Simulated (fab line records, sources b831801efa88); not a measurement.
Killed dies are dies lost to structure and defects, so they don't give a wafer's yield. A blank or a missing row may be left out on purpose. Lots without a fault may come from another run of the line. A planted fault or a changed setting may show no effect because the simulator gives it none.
fab line records | flow sky130
record lots=11 wafers=33 last_day=50
route steps=708 shown FIELD_ISO@18 SONOS_ONO@171 GATE_OXIDE@189
lots that met no fault: from a run of the same line without faults
start_h: hours from the record's first day to the start of the lot's first wafer shown | wait_h: hours since the lot's step before | " the same as in the row above | L1.1+2: a row that stands for several wafers | - no value, or no start given | * or withheld: withheld | < > ~ a bound
route shown NAME@n: a module of which the file shows steps, and the number in the route of the first | usual: mean/standard deviation of fault-free wafers | same: alike in all rows | chamber/n: place in a boat | sites: the reading at each site | _std_site: their standard deviation | _edge_site: outer sites' mean less inner sites' | radius_mm: how far each site lies from the wafer's centre | mask NAME#n: copy n | behind: the tool/chamber that last shaped the wafer | hold: why the lot was held/for how many hours/how that ended | device: the transistor (n, p or np) that didn't switch | end of line: the same wafers' tests at the end of the route | a step without rows: its recipe alone | killed: dies lost to structure and defects at the first sort, not the wafer's yield | map: a wafer's dies, x killed, . not, _ none there
set.NAME: the setting as run; set.NAME@STEP: as run at that earlier step | model.NAME: the simulator's own value behind a step, which no gauge read
steps of the route over a sample of lots; a table a step, a row a wafer
services: from which hour (start_h, from the record's first day; less than 0 if before it) a tool's chamber was out of use, for how many hours, and why
## steps
# step SKY_FIELD_ISO_ETCH_17
# recipe target_depth_a=3420 mask_material=Si3N4 chemistry=HBr/Cl2/O2 target=Si taper_deg=5 icp_w=600 bias_w=150 pressure_mtorr=15 HBr_flow_sccm=150 Cl2_flow_sccm=40 O2_flow_sccm=6 time_s=97.7
# usual drypump_motor_current_A=5.49/0.24 oes_product_au=1.003/0.0083 throttle_valve_pct=25.655/0.01
# columns lot.wafer tool chamber start_h wait_h drypump_motor_current_A oes_product_au rf_hours_counter_h throttle_valve_pct
L103.1 rie_si-02 0 28.68 0.1 5.43 0.991 43 25.673
L103.2 " 1 " " 5.36 1.010 3 25.654
L103.3 " 3 " " 5.41 1.003 35 25.650
L105.1 rie_si-02 3 40.79 0.1 5.41 0.984 35 25.664
L105.3 " 1 " " 5.36 1.012 3 25.647
L105.4 " 2 " " 5.49 1.002 2 25.652
L106.1 rie_si-01 3 44.24 0.1 5.17 1.024 98 25.644
L106.4 " 1 " " 5.42 1.000 30 25.637
L106.6 " 0 " " 5.70 1.007 - 25.672
L107.2 rie_si-01 1 50.83 0.1 5.47 1.004 30 25.657
L107.3 " 0 " " 5.67 1.006 105 25.644
L107.5 " 1 " " 5.46 1.002 - 25.645
L108.3 rie_si-02 3 55.09 0.0 5.44 1.007 35 25.653
L108.4 " 1 " " 5.33 1.026 3 25.650
L108.5 " 1 " " 5.37 1.017 - 25.650
L109.2 rie_si-01 2 61.55 0.1 6.25 0.998 0 25.645
L109.3 " 1 " " 5.47 1.001 30 25.675
L109.6 " 0 " " 5.60 0.996 - 25.657
L119.1 rie_si-02 1 111.50 0.1 5.39 1.009 3 25.654
L119.3 " 0 " " 5.43 0.993 43 25.664
L119.6 " 2 " " 5.45 1.000 - 25.644
L121.1 rie_si-02 2 122.40 0.1 5.51 1.003 3 25.656
L121.2 " 0 " " 5.42 0.996 43 25.644
L121.6 " 2 " " 5.50 1.006 - 25.650
L122.2 rie_si-01 1 126.78 0.1 5.46 0.999 31 25.657
L122.3 " 0 " " 5.63 0.992 106 25.659
L122.4 " 3 " " 5.18 1.003 - 25.659
L123.1 rie_si-02 1 133.43 0.1 5.35 1.005 3 25.655
L123.3 " 3 " " 5.42 1.003 36 25.630
L123.6 " 3 " " 5.43 1.005 - 25.650
L124.1 rie_si-02 1 139.55 0.1 5.36 0.997 3 25.660
L124.4 " 2 " " 5.46 0.999 3 25.675
L124.5 " 3 " " 5.40 0.994 - 25.674
# step SKY_SONOS_ONO_THK_MEAS_03
# recipe reads=Si3N4_of_SONOS_ONO_CVD_02
# usual SONOS_ONO_CVD_02_THK=10.51/0.17
# columns lot.wafer tool chamber start_h wait_h SONOS_ONO_CVD_02_THK[nm]
L103.1 film_metro-03 - 246.65 0.0 10.34
L103.2 " - " " 10.45
L103.3 " - " " 10.31
L105.1 film_metro-04 - 271.99 0.0 10.53
L105.3 " - " " 10.39
L105.4 " - " " 10.49
L106.1 film_metro-02 - 273.34 0.0 10.41
L106.4 " - " " 10.55
L106.6 " - " " 10.45
L107.2 film_metro-02 - 286.79 0.0 10.81
L107.3 " - " " 10.69
L107.5 " - " " 10.83
L108.3 film_metro-03 - 291.10 0.0 10.36
L108.4 " - " " 10.43
L108.5 " - " " 10.28
L109.2 film_metro-04 - 301.39 0.0 10.70
L109.3 " - " " 10.74
L109.6 " - " " 10.62
L119.1 film_metro-04 - 381.88 0.0 10.34
L119.3 " - " " 10.29
L119.6 " - " " 10.31
L121.1 film_metro-04 - 399.69 0.0 10.27
L121.2 " - " " 10.15
L121.6 " - " " 10.34
L122.2 film_metro-02 - 403.32 0.0 10.42
L122.3 " - " " 10.31
L122.4 " - " " 10.46
L123.1 film_metro-03 - 410.62 0.0 10.33
L123.3 " - " " 10.44
L123.6 " - " " 10.62
L124.1 film_metro-03 - 421.60 0.0 10.96
L124.4 " - " " 10.80
L124.5 " - " " 10.69
# step SKY_SONOS_ONO_CVD_04
# recipe material=SiO2 precursor=SiH4/N2O target_thk_nm=5.7199 temp_c=900 pressure_mtorr=400
# usual spike_tc_bottom_C=914/4.1 spike_tc_centre_C=900.0/1.2 spike_tc_lower_C=901.2/1 spike_tc_top_C=913.6/1.9 spike_tc_upper_C=900.6/1.3 susceptor_temp_C=900.0/0.39 zone_power_bottom_pct=27.0/1.6 zone_power_centre_pct=17.28/0.17 zone_power_lower_pct=19.92/0.23
# columns lot.wafer tool chamber start_h wait_h spike_tc_bottom_C spike_tc_centre_C spike_tc_lower_C spike_tc_top_C spike_tc_upper_C susceptor_temp_C zone_power_bottom_pct zone_power_centre_pct zone_power_lower_pct
L103.1 lpcvd-03 1 246.71 0.1 916 900.0 900.0 912.7 903.2 900.0 28.1 17.36 19.84
L103.2 " 1 " " 917 900.1 901.9 915.5 899.9 899.8 28.4 17.32 19.37
L103.3 " 1 " " 918 900.9 901.9 915.7 900.3 900.1 28.1 17.14 19.86
L105.1 lpcvd-03 0 272.05 0.1 910 900.8 900.6 911.7 899.5 900.0 24.8 17.44 19.86
L105.3 " 0 " " 910 900.8 901.1 910.5 899.3 900.4 25.1 17.03 20.11
L105.4 " 0 " " 912 899.6 900.2 911.8 899.9 899.5 25.1 17.12 20.46
L106.1 lpcvd-03 1 273.40 0.1 916 898.0 901.0 914.4 901.2 900.2 28.0 17.23 19.82
L106.4 " 1 " " 918 898.8 902.9 915.1 900.7 900.3 28.5 17.42 19.56
L106.6 " 1 " " 917 898.1 900.9 915.2 901.0 899.5 28.0 17.21 20.46
L107.2 lpcvd-03 1 286.84 0.0 961 942.9 945.8 957.8 945.0 943.7 31.5 19.19 21.56
L107.3 " 1 " " 962 944.9 944.4 959.8 944.9 944.0 32.0 18.86 21.91
L107.5 " 1 " " 961 943.5 944.6 957.8 945.6 943.5 31.5 19.18 21.95
L108.3 lpcvd-03 1 291.14 0.0 962 943.2 944.2 960.1 946.6 944.0 31.6 18.82 22.21
L108.4 " 1 " " 960 943.8 944.9 956.7 945.8 944.1 31.8 19.31 21.78
L108.5 " 1 " " 962 945.3 945.1 959.3 945.4 944.3 31.4 19.22 22.27
L109.2 lpcvd-03 1 301.44 0.0 961 944.3 943.5 958.1 945.8 944.0 31.7 19.16 22.23
L109.3 " 1 " " 962 944.8 947.6 958.0 944.5 944.6 31.1 19.15 22.10
L109.6 " 1 " " 963 942.5 946.8 957.9 946.8 944.2 31.3 19.07 22.39
L119.1 lpcvd-03 0 381.94 0.1 908 900.3 902.0 911.6 901.1 900.6 24.5 17.36 20.07
L119.3 " 0 " " 909 902.4 899.5 912.2 899.8 899.8 24.8 17.48 20.14
L119.6 " 0 " " 908 901.2 900.1 910.3 898.3 900.0 25.0 17.37 19.83
L121.1 lpcvd-03 0 399.75 0.1 908 900.8 902.1 911.4 899.6 899.1 24.8 17.56 20.08
L121.2 " 0 " " 910 901.4 900.3 912.8 900.9 899.7 24.9 17.25 20.25
L121.6 " 0 " " 908 902.1 902.5 911.3 899.4 899.6 24.8 17.16 19.87
L122.2 lpcvd-03 1 403.37 0.0 915 898.3 901.8 915.8 902.5 900.1 28.2 17.22 19.82
L122.3 " 1 " " 918 900.0 901.0 915.9 901.8 900.0 28.1 17.24 19.63
L122.4 " 1 " " 916 899.7 902.1 914.6 900.4 900.0 28.0 17.04 19.64
L123.1 lpcvd-03 1 410.68 0.1 916 899.3 900.9 914.2 901.4 900.0 28.8 17.51 19.98
L123.3 " 1 " " 918 899.6 901.2 914.0 903.3 900.1 27.6 17.30 19.71
L123.6 " 1 " " 917 900.5 901.8 913.6 902.4 900.5 27.7 17.27 19.67
L124.1 lpcvd-03 1 421.66 0.1 917 900.1 900.9 914.2 900.1 900.0 28.4 17.30 19.86
L124.4 " 1 " " 918 900.5 903.2 914.8 899.5 899.9 28.5 17.26 20.28
L124.5 " 1 " " 917 899.2 902.5 914.8 900.8 900.3 28.2 17.49 19.71
# step SKY_SONOS_ONO_THK_MEAS_05
# recipe reads=SiO2_of_SONOS_ONO_CVD_04
# usual SONOS_ONO_CVD_04_THK=5.67/0.1
# columns lot.wafer tool chamber start_h wait_h SONOS_ONO_CVD_04_THK[nm]
L103.1 film_metro-04 - 247.96 0.0 5.61
L103.2 " - " " 5.59
L103.3 " - " " 5.65
L105.1 film_metro-03 - 273.30 0.0 5.53
L105.3 " - " " 5.64
L105.4 " - " " 5.65
L106.1 film_metro-03 - 274.65 0.0 5.89
L106.4 " - " " 5.81
L106.6 " - " " 5.85
L107.2 film_metro-04 - 288.10 0.0 9.16
L107.3 " - " " 9.14
L107.5 " - " " 9.16
L108.3 film_metro-02 - 292.41 0.0 9.26
L108.4 " - " " 9.19
L108.5 " - " " 9.19
L109.2 film_metro-04 - 302.70 0.0 9.04
L109.3 " - " " 9.01
L109.6 " - " " 9.11
L119.1 film_metro-02 - 383.19 0.0 5.50
L119.3 " - " " 5.50
L119.6 " - " " 5.51
L121.1 film_metro-03 - 401.00 0.0 5.67
L121.2 " - " " 5.54
L121.6 " - " " 5.62
L122.2 film_metro-02 - 404.63 0.0 5.78
L122.3 " - " " 5.66
L122.4 " - " " 5.65
L123.1 film_metro-03 - 411.93 0.0 5.65
L123.3 " - " " 5.73
L123.6 " - " " 5.70
L124.1 film_metro-03 - 422.91 0.0 5.56
L124.4 " - " " 5.46
L124.5 " - " " 5.48
# step SKY_GATE_OXIDE_THK_MEAS_02
# recipe reads=SiO2_of_GATE_OXIDE_OXIDATION_01
# usual GATE_OXIDE_OXIDATION_00_THK=10.24/0.21
# columns lot.wafer tool chamber start_h wait_h GATE_OXIDE_OXIDATION_00_THK[nm]
L103.1 film_metro-01 - 275.03 0.0 10.34
L103.2 " - " " 10.33
L103.3 " - " " 10.40
L105.1 film_metro-01 - 301.67 0.0 9.86
L105.3 " - " " 9.76
L105.4 " - " " 9.77
L106.1 film_metro-04 - 301.67 0.0 10.06
L106.4 " - " " 10.04
L106.6 " - " " 10.03
L107.2 film_metro-02 - 315.00 0.0 10.38
L107.3 " - " " 10.48
L107.5 " - " " 10.31
L108.3 film_metro-01 - 320.71 0.0 10.43
L108.4 " - " " 10.36
L108.5 " - " " 10.48
L109.2 film_metro-02 - 331.29 0.0 10.27
L109.3 " - " " 10.35
L109.6 " - " " 10.27
L119.1 film_metro-02 - 414.83 0.0 10.74
L119.3 " - " " 10.65
L119.6 " - " " 10.66
L121.1 film_metro-01 - 434.28 0.0 10.25
L121.2 " - " " 10.25
L121.6 " - " " 10.47
L122.2 film_metro-01 - 437.47 0.0 10.56
L122.3 " - " " 10.41
L122.4 " - " " 10.37
L123.1 film_metro-01 - 447.89 0.0 10.47
L123.3 " - " " 10.34
L123.6 " - " " 10.45
L124.1 film_metro-04 - 455.51 0.0 10.32
L124.4 " - " " 10.54
L124.5 " - " " 10.43
## services
# columns tool chamber start_h hours kind
rie_si-01 3 53.21 11.5 repair
rie_si-01 1 79.93 7.3 repair
rie_si-01 2 124.15 3.3 repair
rie_si-02 2 127.74 4.9 repair
rie_si-01 0 249.85 18.3 repair
lpcvd-03 - 267.82 0.6 repair
rie_si-01 0 270.38 - clean
rie_si-01 0 270.38 21.1 scheduled_down
rie_si-01 0 270.38 21.1 vent_cycle
rie_si-02 - 276.01 0.8 repair
rie_si-01 - 291.86 1.3 repair
rie_si-02 - 300.43 56.9 repair
rie_si-01 3 300.47 - clean
rie_si-01 3 300.47 19.3 scheduled_down
rie_si-01 3 300.47 19.3 vent_cycle
rie_si-02 1 331.69 6.1 repair
lpcvd-03 - 342.25 1.3 repair
rie_si-02 0 363.71 5.0 repair
rie_si-02 - 371.59 2.8 pm
rie_si-02 2 398.28 10.0 repair
## key
first_sign step=SKY_SONOS_ONO_CVD_04 reading=susceptor_temp_C direction=up sigmas=99+ usual=* struck=*
effect step=SKY_SONOS_ONO_CVD_04 reading=spike_tc_lower_C direction=up sigmas=43 usual=901.2 struck=945.2
effect step=SKY_SONOS_ONO_THK_MEAS_05 reading=SONOS_ONO_CVD_04_THK direction=up sigmas=34 usual=5.67 struck=9.14
met_at SKY_SONOS_ONO_CVD_04
struck_lots L107,L108,L109
struck_wafers L107.2,L107.3,L107.5,L108.3,L108.4,L108.5,L109.2,L109.3,L109.6
tester_left_out L107,L108,L109
not_acting_at SKY_FIELD_ISO_ETCH_17,SKY_SONOS_ONO_THK_MEAS_03,SKY_GATE_OXIDE_THK_MEAS_02
onset_between 273.40 286.84
fault kind=process_parameter_drift tool=lpcvd-03 chamber=1 onset_h=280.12 steps=SKY_SONOS_ONO_CVD_04 channel=temp_c offset=* shape=step end_h=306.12 stated=*
# tester_left_out: of these lots the tester's yield and bins aren't shown, on N5 and GAA mostly nor the transistor test; their killed dies are dies lost to structure and defects alone, not to doping, threshold or leakage, so they don't give the yield
